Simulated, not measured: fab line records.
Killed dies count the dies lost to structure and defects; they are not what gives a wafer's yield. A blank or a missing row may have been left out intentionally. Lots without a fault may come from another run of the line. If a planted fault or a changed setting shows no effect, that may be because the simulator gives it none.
Which tool is to blame? -- flow sky130 -- 33 wafers from 11 lots sampled at 5 of the route's 708 steps

## WHAT EACH GAUGE READ, for each wafer
SKY_VT_ADJUST_NCORE_OVL_MEAS_08.
lot,measured,on,VT_ADJUST_NCORE_OVL (nm)
L237,day 8 19:56,overlay-02,2.6 1.2 1.3
L238,day 9 01:15,overlay-01,-0.4 0.7 2.3
L239,day 9 04:49,overlay-01,1.3 0.8 0.2
L242,day 10 07:49,overlay-02,0.7 0.2 0.3
L243,day 10 17:32,overlay-01,-3.2 -2.3 -1.6
L244,day 10 22:58,overlay-01,-1.5 -2.7 -2.1
L245,day 11 05:27,overlay-01,132.5 130.5 133.3
L246,day 11 08:14,overlay-01,131.0 132.6 130.5
L248,day 12 04:39,overlay-02,129.3 130.1 128.2
L250,day 12 18:19,overlay-02,-0.4 0.6 0.3
L254,day 13 22:48,overlay-02,0.9 -0.1 -1.7

SKY_SONOS_TUNNEL_OVL_MEAS_08.
lot,measured,on,SONOS_TUNNEL_OVL (nm)
L237,day 11 15:19,overlay-01,-1.4 -1.5 -1.2
L238,day 11 22:16,overlay-02,1.8 -0.3 0.5
L239,day 12 01:34,overlay-01,-0.1 -0.3 -0.3
L242,day 13 07:28,overlay-01,-1.4 2.0 1.8
L243,day 13 18:35,overlay-01,0.1 -0.2 0.7
L244,day 14 01:49,overlay-01,0.6 0.7 1.2
L245,day 14 06:51,overlay-01,-0.3 1.6 1.9
L246,day 14 09:40,overlay-01,-1.8 -1.4 -1.9
L248,day 15 08:54,overlay-02,1.1 1.2 0.8
L250,day 16 00:31,overlay-01,2.3 1.4 2.3
L254,day 17 07:15,overlay-01,-0.1 0.1 0.5

## WHICH TOOL RAN EACH LOT (tool, then ch and the chambers of the sampled wafers, then the start)
lot,SKY_NWELL_STRIP_14,SKY_NWELL_STRIP_25,SKY_VT_ADJUST_NCORE_EXPOSE_04
L237,"plasma_asher-02 ch 0,1, day 4 20:07","plasma_asher-02 ch 0,1, day 5 13:56","iline_stepper-02 ch 0, day 8 10:16"
L238,"plasma_asher-02 ch 0,1, day 4 23:44","plasma_asher-02 ch 0,1, day 5 17:19","iline_stepper-02 ch 0, day 8 14:52"
L239,"plasma_asher-04 ch 0,1, day 5 02:33","plasma_asher-01 ch 0,1, day 5 20:19","iline_stepper-02 ch 0, day 8 18:16"
L242,"plasma_asher-02 ch 0,1, day 5 23:33","plasma_asher-01 ch 0,1, day 6 18:44","iline_stepper-01 ch 0, day 9 21:04"
L243,"plasma_asher-04 ch 0,1, day 6 07:29","plasma_asher-02 ch 0,1, day 7 03:22","iline_stepper-01 ch 0, day 10 06:26"
L244,"plasma_asher-02 ch 0,1, day 6 11:59","plasma_asher-01 ch 0, day 7 07:31","iline_stepper-02 ch 0, day 10 11:57"
L245,"plasma_asher-04 ch 0,1, day 6 17:56","plasma_asher-01 ch 0,1, day 7 13:43","iline_stepper-02 ch 0, day 10 18:20"
L246,"plasma_asher-02 ch 0,1, day 6 20:35","plasma_asher-02 ch 0,1, day 7 16:35","iline_stepper-02 ch 0, day 10 20:37"
L248,"plasma_asher-04 ch 1, day 7 13:31","plasma_asher-04 ch 0,1, day 8 09:59","iline_stepper-02 ch 0, day 11 16:57"
L250,"plasma_asher-02 ch 0,1, day 8 01:09","plasma_asher-04 ch 0,1, day 8 22:10","iline_stepper-01 ch 0, day 12 06:41"
L254,"plasma_asher-01 ch 0,1, day 8 23:08","plasma_asher-02 ch 0, day 9 21:10","iline_stepper-01 ch 0, day 13 10:52"
- SKY_NWELL_STRIP_14: strips in O2/N2.
- SKY_NWELL_STRIP_25: strips in O2/N2.
- SKY_VT_ADJUST_NCORE_EXPOSE_04: exposes mask LVTN COMPLEMENT THIN, target cd 380 nm.

## AS READ BY THE TOOLS THEMSELVES (means over the sampled wafers that have a number; for cases with no such wafer, the mark the record gives instead)
SKY_NWELL_STRIP_14.
lot,tool,drypump_motor_current_A (A),oes_product_au (a.u.),strip_time_to_endpoint_s (s)
L237,plasma_asher-02,5.4,0.723,36.99
L238,plasma_asher-02,5.4,0.719,36.83
L239,plasma_asher-04,5.9,0.723,36.83
L242,plasma_asher-02,5.4,0.721,36.97
L243,plasma_asher-04,5.9,0.724,37.04
L244,plasma_asher-02,5.6,0.726,36.95
L245,plasma_asher-04,6.1,0.724,36.80
L246,plasma_asher-02,5.4,0.724,37.01
L248,plasma_asher-04,6.2,0.722,36.89
L250,plasma_asher-02,5.6,0.728,36.99
L254,plasma_asher-01,5.4,0.724,36.85

SKY_NWELL_STRIP_25.
lot,tool,drypump_motor_current_A (A),oes_product_au (a.u.),strip_time_to_endpoint_s (s)
L237,plasma_asher-02,5.4,0.722,36.94
L238,plasma_asher-02,5.6,0.720,36.86
L239,plasma_asher-01,5.4,0.727,36.88
L242,plasma_asher-01,5.4,0.723,37.07
L243,plasma_asher-02,5.6,0.723,36.87
L244,plasma_asher-01,5.3,0.722,36.78
L245,plasma_asher-01,5.4,0.726,36.87
L246,plasma_asher-02,5.6,0.719,36.80
L248,plasma_asher-04,6.1,0.722,37.04
L250,plasma_asher-04,5.9,0.722,37.05
L254,plasma_asher-02,5.8,0.723,37.04

SKY_VT_ADJUST_NCORE_EXPOSE_04.
lot,tool,exposure_dose_mJ_cm2
L237,iline_stepper-02,139.09
L238,iline_stepper-02,139.09
L239,iline_stepper-02,139.17
L242,iline_stepper-01,138.74
L243,iline_stepper-01,139.01
L244,iline_stepper-02,139.06
L245,iline_stepper-02,138.90
L246,iline_stepper-02,138.98
L248,iline_stepper-02,139.11
L250,iline_stepper-01,138.95
L254,iline_stepper-01,138.95

## THE ANSWER, worked out from the rows above alone
Rule: usual is defined by the lots themselves. Put in order of their means at a reading, lots are off if they are a third of the lots or fewer, leave a main group of 4 or more, and stand apart from it by a gap of 3 or more times the standard deviation of the main group's means; of several such gaps the widest counts. Not used: any main group whose means are identical at the precision the tables above print for the reading. Also off: a lot with no number at a reading for which 4 or more lots have one. The other lots that the step has rows for count as sound. The gauges are gone through in route order, then the tools' own readings, and for those a lot's mean is taken as printed above. At the first step where some lot is off, the reading lying furthest off is the one used; lots without a number count as furthest.
Off: L245, L246, L248, at SKY_VT_ADJUST_NCORE_OVL_MEAS_08 (VT_ADJUST_NCORE_OVL). The main group has a mean of -0.1 nm with a standard deviation of 1.3.
If a tool, at a process step before that reading, ran all the lots that are off and no sound lot after the first of them, it fits. Those tools and the gauges at SKY_VT_ADJUST_NCORE_OVL_MEAS_08 are tried in the same way. One fits: iline_stepper-02 at SKY_VT_ADJUST_NCORE_EXPOSE_04. Its last sound lot is L244 (day 10 11:57), its first lot that is off L245 (day 10 18:20): a fault that began between those two fits.

## WHAT THE SIMULATOR HAD INSERTED
Scanner matching overlay: iline_stepper-02, from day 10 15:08 on, at SKY_VT_ADJUST_NCORE_EXPOSE_04. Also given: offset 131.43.
Shown lots that were struck: L245, L246, L248. The rule above reached the same finding.
